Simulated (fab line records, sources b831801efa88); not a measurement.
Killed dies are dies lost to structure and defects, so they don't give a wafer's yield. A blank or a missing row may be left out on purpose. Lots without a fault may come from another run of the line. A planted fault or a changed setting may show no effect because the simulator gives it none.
A struck lot beside a sound one | flow gf180mcu | 30 steps out of a route of 602
Sound: wafers L352.3, L352.4, L352.6. Struck: wafer L344.6. (L344.5 of the same lot was not struck and is left out.) The cause comes at the end.
At each step with rows: each side's tool, then ch and its chambers, then its first start. Under that, the readings that differ: sound wafers | struck wafers | difference of the means | sigmas: that difference in standard deviations of wafers without a fault.
alike: readings whose means differ by less than 2 such deviations, and words and numbers that are the same on both sides. not compared: withheld readings, readings that some wafer has no value for, bounds like >300 that may hide the same value, and numbers for which the record gives no deviation and whose values overlap.
The two part at a step that has a row with sigmas, a row that says differs or no value, or rows on one side only. Numbers that don't overlap but have no deviation are shown without sigmas and don't part them. A reading that every wafer of one side lacks parts them only if that side has two wafers or more.

first, 3 steps without rows for these wafers: GF_PSD_EXPOSE_04 (exposes mask Pplus, target cd 400 nm); GF_PSD_PEB_05; GF_PSD_DEVELOP_06 (develop time 60 s).
GF_PSD_CD_MEAS_07: target cd 400 nm.
  sound on cd_sem-02, day 19 10:17; struck on cd_sem-01, day 16 19:32
  reading    | sound             | struck | difference | sigmas
  cd_nm (nm) | 402.9 402.6 403.5 | 397.8  | -5.2       | -2
GF_PSD_OVL_MEAS_08:
  sound on overlay-02, day 19 10:23; struck on overlay-02, day 16 19:36
  alike: PSD_OVL
then, 1 step without rows for these wafers: GF_PSD_IMPLANT_09.
GF_PSD_STRIP_10: strips in O2/N2.
  sound on plasma_asher-04 ch 0,1, day 19 10:35; struck on plasma_asher-03 ch 0, day 16 19:50
  alike: drypump_motor_current_A, heater_power_w, oes_product_au, strip_time_to_endpoint_s
  not compared: rf_hours_counter_h
GF_PSD_TW_MEAS_11:
  sound on film_metro-02, day 19 10:40; struck on film_metro-03, day 16 19:54
  reading | sound          | struck | difference | sigmas
  PSD_TW  | 3157 3169 3129 | 3216   | +64        | +2
then, 1 step without rows for these wafers: GF_PSD_CLEAN_12 (cleans in SC1/SC2, time 150 s).
GF_PSD_RTA_13: time 20 s.
  sound on rtp_anneal-01 ch 0, day 19 10:48; struck on rtp_anneal-02 ch 0, day 16 20:02
  alike: lamp_power_pct, wafer_temp_C_max
GF_PSD_RS_MEAS_14: measures by four-point-probe.
  sound on film_metro-04, day 19 10:53; struck on film_metro-03, day 16 20:11
  alike: NSD_RS
GF_PSD_RS_MEAS_15: measures by four-point-probe.
  sound on film_metro-04, day 19 11:01; struck on film_metro-03, day 16 20:18
  alike: PSD_RS
GF_SAB_CVD_00: deposits SiO2 from TEOS, target thk 50 nm, time 4.9302 s.
  sound on pecvd-01 ch 0,1,2, day 19 11:05; struck on pecvd-02 ch 1, day 16 20:21
  reading                              | sound            | struck | difference | sigmas
  model.SiO2_of_SAB_CVD_00.thk_nm (nm) | 49.21 50.23 50.2 | 56.64  | +6.76      |
  alike: heater_power_w
GF_SAB_THK_MEAS_01:
  sound on film_metro-02, day 19 11:08; struck on film_metro-01, day 16 20:24
  reading             | sound          | struck | difference | sigmas
  SAB_CVD_00_THK (nm) | 49.3 50.3 50.2 | 56.7   | +6.8       | +11
then, 7 steps without rows for these wafers: GF_SAB_DEHYDRATE_02 (time 60 s); GF_SAB_HMDS_03 (prime time 60 s); GF_SAB_COAT_04 (resist thk 1000 nm); GF_SAB_SOFTBAKE_05 (time 60 s); GF_SAB_EXPOSE_06 (exposes mask SAB, target cd 420 nm); GF_SAB_PEB_07; GF_SAB_DEVELOP_08 (develop time 60 s).
GF_SAB_CD_MEAS_09: target cd 420 nm.
  sound on cd_sem-01, day 20 11:47; struck on cd_sem-01, day 17 19:50
  alike: cd_nm
GF_SAB_OVL_MEAS_10:
  sound on overlay-02, day 20 11:53; struck on overlay-01, day 17 19:53
  reading      | sound          | struck | difference | sigmas
  SAB_OVL (nm) | -0.4 -1.0 -1.0 | 1.8    | +2.6       | +2
GF_SAB_ETCH_11: etches SiO2 in C4F8/O2/Ar, target depth 55 nm, time 8.5 s.
  sound on rie_diel-03 ch 0,1,3, day 20 11:54; struck on rie_diel-01 ch 0, day 17 19:55
  alike: bias_w, oes_product_au
  not compared: rf_hours_counter_h
then, 1 step without rows for these wafers: GF_SAB_WET_ETCH_12 (etches SiO2 in dHF, target depth 22 nm, time 440 s).
GF_SAB_STRIP_13: strips in O2/N2.
  sound on plasma_asher-02 ch 0,1, day 20 12:05; struck on plasma_asher-04 ch 0, day 17 20:07
  alike: drypump_motor_current_A, heater_power_w, oes_product_au, strip_time_to_endpoint_s
  not compared: rf_hours_counter_h
then, 1 step without rows for these wafers: GF_SALICIDE_CLEAN_00 (cleans in SC1/SC2, time 150 s).
GF_SALICIDE_WET_ETCH_01: etches SiO2 in dHF, target depth 5 nm, time 100 s.
  sound on wet_bench-03 ch 3, day 20 12:13; struck on wet_bench-03 ch 2, day 17 20:13
  reading                              | sound            | struck | difference | sigmas
  model.SiO2_of_SAB_CVD_00.thk_nm (nm) | 38.39 39.4 39.41 | 45.85  | +6.78      |
GF_SALICIDE_SPUTTER_02: material Co, target thk 10 nm, time 20 s.
  sound on pvd_sputter-04, day 20 12:14; struck on pvd_sputter-04, day 17 20:16
  alike: throttle_valve_pct
GF_PASSIVATION_PROBE_99:
  the record has rows for the sound wafers here (prober-01, day 33 07:52) and none for the struck ones

WHERE THEY PART
First at GF_PSD_CD_MEAS_07; last, within this record, at GF_PASSIVATION_PROBE_99.

WHY: what the simulator had put in
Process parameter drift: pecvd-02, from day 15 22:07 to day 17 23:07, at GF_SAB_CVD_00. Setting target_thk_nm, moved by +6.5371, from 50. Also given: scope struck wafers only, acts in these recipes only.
